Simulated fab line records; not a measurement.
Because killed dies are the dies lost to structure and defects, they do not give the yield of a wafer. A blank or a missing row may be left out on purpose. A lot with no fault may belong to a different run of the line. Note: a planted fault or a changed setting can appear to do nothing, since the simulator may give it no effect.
fab line records    flow sky130    part 2 of 2: steps 30 to 30 of 30
record lots=7  wafers=21  last-day=50
route steps=708 shown SONOS_ONO@176 GATE_OXIDE@187 POLY_GATE@204 PAD_OPEN@708
lots untouched by any fault: they come from a run of this same line in which no faults occurred
start-h: the number of hours between the record's first day and the start of the first shown wafer of the lot    wait-h: hours from the lot's prior step to this one    " same as the row above    L1.1+2: one row covering several wafers at once    - no value, or no start given    * or withheld: withheld    < > ~ a bound
route shown NAME@n: names a module that has steps shown in the file, with the first one's number in the route    usual: average and standard deviation across the fault-free wafers    same: alike in all rows    chamber/n: place in a boat    sites: per-site readings    _std_site: standard deviation of those values    _edge_site: the outer-site mean with the inner-site mean subtracted    radius-mm: for every site, how far away it sits from the centre of the wafer    mask NAME#n: copy n    behind: the tool/chamber that last shaped the wafer    hold: cause of the lot's hold/its duration in hours/its outcome    device: transistor that didn't switch, given as n, p or np    end of line: at the end of the route, the tests of the same wafers    a step given without rows: its recipe and nothing more    killed: dies lost to structure and defects at the first sort, not the wafer's yield    map: per-die view of a wafer (x killed, . not killed, _ where there is no die)
set.NAME: the setting that was run; set.NAME@STEP: the one run at that earlier step    model.NAME: the simulator's own value behind a step, which no gauge read
lots seen at some steps along the route; tables by step, rows by wafer
services: when a tool's chamber went out of use (start-h, in hours from the record's first day, below 0 if earlier), for how many hours, and the reason
## steps
# step SKY_PAD_OPEN_PROBE_99
# usual killed_at_M0_to_M3=44/7.7  killed_at_M4_up=3.2/1.7  killed-at-contacts=24/5.3  killed-at-front-end=15/4.3  killed-at-other=0.3/0.57  killed-dies=87/11  killed-open=47/7.4  killed-short=40/6.5
# same gross-dies=492  killed-at-back-side=0
lot.wafer  tool       chamber  start-h  wait-h  killed_at_M0_to_M3  killed_at_M4_up  killed-at-contacts  killed-at-front-end  killed-at-other  killed-dies  killed-open  killed-short  model.etest.nfet_16v.r-on-ohm-um  model.etest.tip-sonos.rs-ohm-sq  model.etest.pfet_16v.r-on-ohm-um  model.etest.pfet-g5v0d10v5.r-on-ohm-um  model.etest.nfet-g5v0d10v5.r-on-ohm-um  model.etest.tip-p.rs-ohm-sq  model.etest.pfet_01v8.r-on-ohm-um  model.etest.nfet-g5v0d10v5.drive-ua-um
L165.1     prober-01  -        1133.60  0.1     45                  5                18                  11                   0                79           39           40            1.745e+04                         5194                             1.782e+04                         6159                                    2419                                    7276                         3196                               403.7
L165.3     prober-01  -        1133.70  0.2     52                  5                24                  13                   0                94           52           42            1.742e+04                         5228                             1.75e+04                          6194                                    2455                                    7294                         3176                               402.2
L165.6     prober-01  -        1133.85  0.2     45                  5                20                  8                    0                78           44           33            1.748e+04                         4948                             1.754e+04                         6100                                    2380                                    7325                         3198                               409.1
L166.1     prober-02  -        1138.82  0.1     53                  4                25                  16                   0                98           60           38            1.737e+04                         5225                             1.725e+04                         6258                                    2427                                    7006                         3070                               396.7
L166.2     prober-02  -        1138.87  0.1     59                  1                20                  4                    0                84           47           37            1.742e+04                         5336                             1.715e+04                         6261                                    2447                                    7152                         3133                               394.7
L166.3     prober-02  -        1138.92  0.2     40                  1                30                  13                   1                85           42           42            1.727e+04                         5196                             1.694e+04                         6165                                    2409                                    7090                         3053                               397.9
L168.2     prober-02  -        1145.85  0.1     35                  2                25                  15                   0                77           45           32            1.723e+04                         5435                             1.732e+04                         6162                                    2416                                    7280                         3059                               397.3
L168.4     prober-02  -        1145.95  0.2     46                  3                20                  16                   0                85           40           45            1.722e+04                         5247                             1.728e+04                         6162                                    2410                                    7107                         3021                               402.5
L168.5     prober-02  -        1146.00  0.2     47                  4                23                  17                   0                91           39           52            1.71e+04                          5330                             1.704e+04                         6196                                    2406                                    7191                         3060                               396.8
L172.1     prober-01  -        1162.68  0.1     46                  3                11                  17                   0                77           41           36            1.403e+04                         2675                             1.529e+04                         4815                                    1911                                    6869                         2906                               591.4
L172.3     prober-01  -        1162.78  0.2     53                  2                22                  15                   0                92           40           52            1.39e+04                          2668                             1.509e+04                         4781                                    1880                                    6890                         2873                               603.3
L172.6     prober-01  -        1162.93  0.2     57                  8                26                  23                   0                114          50           63            1.396e+04                         2649                             1.541e+04                         4827                                    1899                                    6894                         2910                               598.3
L169.1     prober-02  -        1167.89  0.1     41                  2                26                  12                   0                81           45           36            1.425e+04                         2591                             1.519e+04                         4729                                    1862                                    6711                         2820                               613.9
L169.3     prober-02  -        1167.99  0.2     41                  1                20                  19                   1                82           43           39            1.427e+04                         2602                             1.51e+04                          4752                                    1866                                    6732                         2809                               610
L169.6     prober-02  -        1168.14  0.2     42                  1                22                  14                   2                81           49           32            1.441e+04                         2584                             1.519e+04                         4731                                    1875                                    6713                         2797                               610.9
L173.1     prober-01  -        1169.55  0.1     50                  4                33                  14                   0                101          57           44            1.415e+04                         2794                             1.527e+04                         4838                                    1908                                    7005                         2971                               589.1
L173.3     prober-01  -        1169.65  0.2     53                  5                18                  12                   1                89           46           42            1.403e+04                         2684                             1.509e+04                         4753                                    1878                                    6918                         2919                               607.8
L173.4     prober-01  -        1169.70  0.2     45                  2                22                  15                   0                84           49           35            1.411e+04                         2750                             1.53e+04                          4801                                    1895                                    6949                         2954                               593.7
L177.1     prober-01  -        1187.97  0.1     43                  2                27                  14                   0                86           52           33            1.402e+04                         2633                             1.505e+04                         4730                                    1887                                    6767                         2956                               601.5
L177.2     prober-01  -        1188.02  0.1     35                  0                17                  11                   0                63           31           31            1.403e+04                         2615                             1.501e+04                         4744                                    1894                                    6786                         2908                               607
L177.3     prober-01  -        1188.07  0.2     35                  3                16                  16                   0                70           39           30            1.407e+04                         2656                             1.516e+04                         4755                                    1916                                    6858                         2962                               597.3
# killed by level:class
L165.1 VIA1:geometric-particle:short=8 VIA1:geometric-particle:open=8 LI_CONTACT:geometric-particle:open=6 VIA2:geometric-particle:open=6 CONTACT:geometric-particle:open=4 LI_CONTACT:geometric-particle:short=4 VIA2:geometric-particle:short=4 VIA3:geometric-particle:open=4
L165.3 VIA2:geometric-particle:open=10 CONTACT:geometric-particle:open=9 VIA1:geometric-particle:open=9 METAL1:geometric-particle:short=8 METAL2:geometric-particle:short=7 LI_CONTACT:geometric-particle:open=6 POLY_GATE:geometric-particle:short=4 CONTACT:geometric-particle:short=4
L165.6 VIA1:geometric-particle:open=14 VIA3:geometric-particle:open=9 METAL2:geometric-particle:short=6 LI_CONTACT:geometric-particle:open=5 METAL1:geometric-particle:short=5 CONTACT:geometric-particle:open=5 VIA2:geometric-particle:open=5 CONTACT:geometric-particle:short=4
L166.1 VIA1:geometric-particle:open=14 LI_CONTACT:geometric-particle:open=12 METAL1:geometric-particle:short=9 CONTACT:geometric-particle:open=8 VIA1:geometric-particle:short=7 VIA3:geometric-particle:open=6 METAL1:geometric-particle:open=5 FIELD_ISO:geometric-particle:short=4
L166.2 VIA1:geometric-particle:open=16 CONTACT:geometric-particle:open=8 VIA2:geometric-particle:open=8 METAL1:geometric-particle:short=7 VIA1:geometric-particle:short=7 VIA3:geometric-particle:open=7 VIA2:geometric-particle:short=6 LOCAL_INTERCONNECT:geometric-particle:short=4
L166.3 CONTACT:geometric-particle:open=10 LI_CONTACT:geometric-particle:open=8 VIA2:geometric-particle:open=7 VIA1:geometric-particle:short=7 METAL2:geometric-particle:short=6 VIA1:geometric-particle:open=5 FIELD_ISO:geometric-particle:short=4 LOCAL_INTERCONNECT:geometric-particle:short=4
L168.2 VIA1:geometric-particle:open=10 CONTACT:geometric-particle:open=9 VIA3:geometric-particle:open=6 FIELD_ISO:geometric-particle:open=5 LI_CONTACT:geometric-particle:open=5 LOCAL_INTERCONNECT:geometric-particle:short=5 CONTACT:geometric-particle:short=5 VIA2:geometric-particle:open=5
L168.4 VIA1:geometric-particle:short=8 VIA2:geometric-particle:open=8 CONTACT:geometric-particle:open=6 VIA3:geometric-particle:open=6 VIA2:geometric-particle:short=5 LOCAL_INTERCONNECT:geometric-particle:short=5 METAL1:geometric-particle:short=5 VIA1:geometric-particle:open=5
L168.5 VIA1:geometric-particle:open=12 METAL2:geometric-particle:short=9 CONTACT:geometric-particle:open=8 METAL1:geometric-particle:short=6 VIA3:geometric-particle:short=6 FIELD_ISO:geometric-particle:short=4 LI_CONTACT:geometric-particle:short=4 LOCAL_INTERCONNECT:geometric-particle:short=4
L172.1 VIA1:geometric-particle:open=12 VIA1:geometric-particle:short=8 CONTACT:geometric-particle:open=7 METAL2:geometric-particle:short=6 VIA2:geometric-particle:open=5 METAL1:geometric-particle:short=5 POLY_GATE:geometric-particle:open=4 POLY_GATE:geometric-particle:short=4
L172.3 METAL2:geometric-particle:short=11 VIA3:geometric-particle:open=11 CONTACT:geometric-particle:open=9 VIA1:geometric-particle:short=7 LI_CONTACT:geometric-particle:open=6 VIA1:geometric-particle:open=6 VIA3:geometric-particle:short=5 POLY_GATE:geometric-particle:short=4
L172.6 METAL1:geometric-particle:short=12 LI_CONTACT:geometric-particle:open=10 VIA1:geometric-particle:open=10 METAL2:geometric-particle:short=8 FIELD_ISO:geometric-particle:short=6 METAL4:geometric-particle:short=6 FIELD_ISO:geometric-particle:open=5 LOCAL_INTERCONNECT:geometric-particle:short=5
L169.1 VIA1:geometric-particle:open=12 CONTACT:geometric-particle:open=7 CONTACT:geometric-particle:short=7 METAL2:geometric-particle:short=5 FIELD_ISO:geometric-particle:open=4 POLY_GATE:geometric-particle:open=4 LI_CONTACT:geometric-particle:open=4 LOCAL_INTERCONNECT:geometric-particle:short=4
L169.3 VIA1:geometric-particle:open=10 VIA2:geometric-particle:open=8 LI_CONTACT:geometric-particle:open=6 CONTACT:geometric-particle:open=6 POLY_GATE:geometric-particle:short=5 CONTACT:geometric-particle:short=5 VIA3:geometric-particle:open=5 FIELD_ISO:geometric-particle:short=4
L169.6 VIA1:geometric-particle:open=11 LI_CONTACT:geometric-particle:open=9 VIA2:geometric-particle:open=9 CONTACT:geometric-particle:open=8 FIELD_ISO:geometric-particle:open=5 VIA1:geometric-particle:short=5 FIELD_ISO:geometric-particle:short=4 METAL1:geometric-particle:short=3
L173.1 VIA1:geometric-particle:open=15 LI_CONTACT:geometric-particle:open=12 CONTACT:geometric-particle:open=10 METAL1:geometric-particle:short=9 VIA2:geometric-particle:open=6 FIELD_ISO:geometric-particle:short=4 POLY_GATE:geometric-particle:open=4 VIA1:geometric-particle:short=4
L173.3 VIA1:geometric-particle:open=15 CONTACT:geometric-particle:short=8 VIA2:geometric-particle:open=7 VIA3:geometric-particle:open=6 METAL1:geometric-particle:short=6 LI_CONTACT:geometric-particle:open=5 METAL2:geometric-particle:short=5 FIELD_ISO:geometric-particle:short=4
L173.4 LI_CONTACT:geometric-particle:open=12 VIA1:geometric-particle:open=11 VIA2:geometric-particle:open=6 CONTACT:geometric-particle:open=5 METAL2:geometric-particle:short=5 FIELD_ISO:geometric-particle:short=4 FIELD_ISO:geometric-particle:open=4 VIA3:geometric-particle:short=4
L177.1 VIA1:geometric-particle:open=14 LI_CONTACT:geometric-particle:open=12 VIA2:geometric-particle:open=7 LOCAL_INTERCONNECT:geometric-particle:short=5 METAL1:geometric-particle:short=5 CONTACT:geometric-particle:open=4 VIA3:geometric-particle:open=4 POLY_GATE:geometric-particle:open=3
L177.2 VIA3:geometric-particle:open=7 FIELD_ISO:geometric-particle:short=6 CONTACT:geometric-particle:short=5 CONTACT:geometric-particle:open=5 VIA1:geometric-particle:open=5 VIA2:geometric-particle:open=5 POLY_GATE:geometric-particle:open=4 LI_CONTACT:geometric-particle:open=4
L177.3 VIA1:geometric-particle:open=9 LI_CONTACT:geometric-particle:open=7 METAL1:geometric-particle:short=6 FIELD_ISO:geometric-particle:short=5 POLY_GATE:geometric-particle:open=5 VIA2:geometric-particle:open=5 VIA3:geometric-particle:open=5 CONTACT:geometric-particle:short=4
## services
tool             chamber  start-h  hours  kind
rie-diel-03      2        353.24   -      clean
rie-diel-03      2        353.24   22.2   scheduled-down
rie-diel-03      2        353.24   22.2   vent-cycle
wet-bench-03     -        372.90   1.9    pm
rie-diel-03      1        375.46   -      clean
rie-diel-03      1        375.46   14.9   scheduled-down
rie-diel-02      2        377.32   1.4    repair
rie-diel-02      3        393.61   3.7    repair
rie-diel-02      2        398.00   -      clean
rie-diel-02      2        398.00   26.1   scheduled-down
rie-diel-02      2        398.00   26.1   vent-cycle
rie-diel-03      2        413.12   3.2    repair
furnace-02       -        418.04   3.6    pm
plasma-asher-03  -        418.12   2.8    pm
plasma-asher-04  -        421.25   9.0    pm
plasma-asher-04  0        421.25   9.0    vent-cycle
plasma-asher-04  1        421.25   9.0    vent-cycle
plasma-asher-04  0        430.25   -      clean
plasma-asher-04  1        430.25   -      clean
wet-bench-01     -        435.45   4.4    pm
plasma-asher-01  -        445.00   2.0    repair
rie-diel-03      1        450.61   20.8   repair
rie-diel-03      0        452.46   7.1    repair
furnace-01       -        480.58   3.4    pm
## key
first-sign step=SKY_GATE_OXIDE_OXIDATION_01  reading=visit  direction=added
effect step=SKY_GATE_OXIDE_THK_MEAS_02  reading=GATE_OXIDE_OXIDATION_00_THK  direction=up  sigmas=37  usual=10.27  struck=16.74
model-effect step=SKY_GATE_OXIDE_CLEAN_15  value=SiO2_of_GATE_OXIDE_OXIDATION_01.thk-nm  without=10.04  struck=16.39
model-effect step=SKY_GATE_OXIDE_OXIDATION_16  value=SiO2_of_GATE_OXIDE_OXIDATION_01.thk-nm  without=11.75  struck=17.71
model-effect step=SKY_PAD_OPEN_PROBE_99  value=etest.nfet_16v.r-on-ohm-um  without=1.406e+04  struck=1.733e+04
met-at SKY_GATE_OXIDE_OXIDATION_01
struck-wafers L165.1,L165.3,L165.6,L166.1,L166.2,L166.3,L168.2,L168.4,L168.5
tester-left-out L165,L166,L168
fault kind=repeated-step-whole  tool=furnace-01,furnace-02  chamber=-  onset-h=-  steps=SKY_GATE_OXIDE_OXIDATION_01  times=1  scope=struck-lots-only
# tester-left-out: of these lots the tester's yield and bins aren't shown, on N5 and GAA mostly nor the transistor test; their killed dies are dies lost to structure and defects alone, not to doping, threshold or leakage, so they don't give the yield
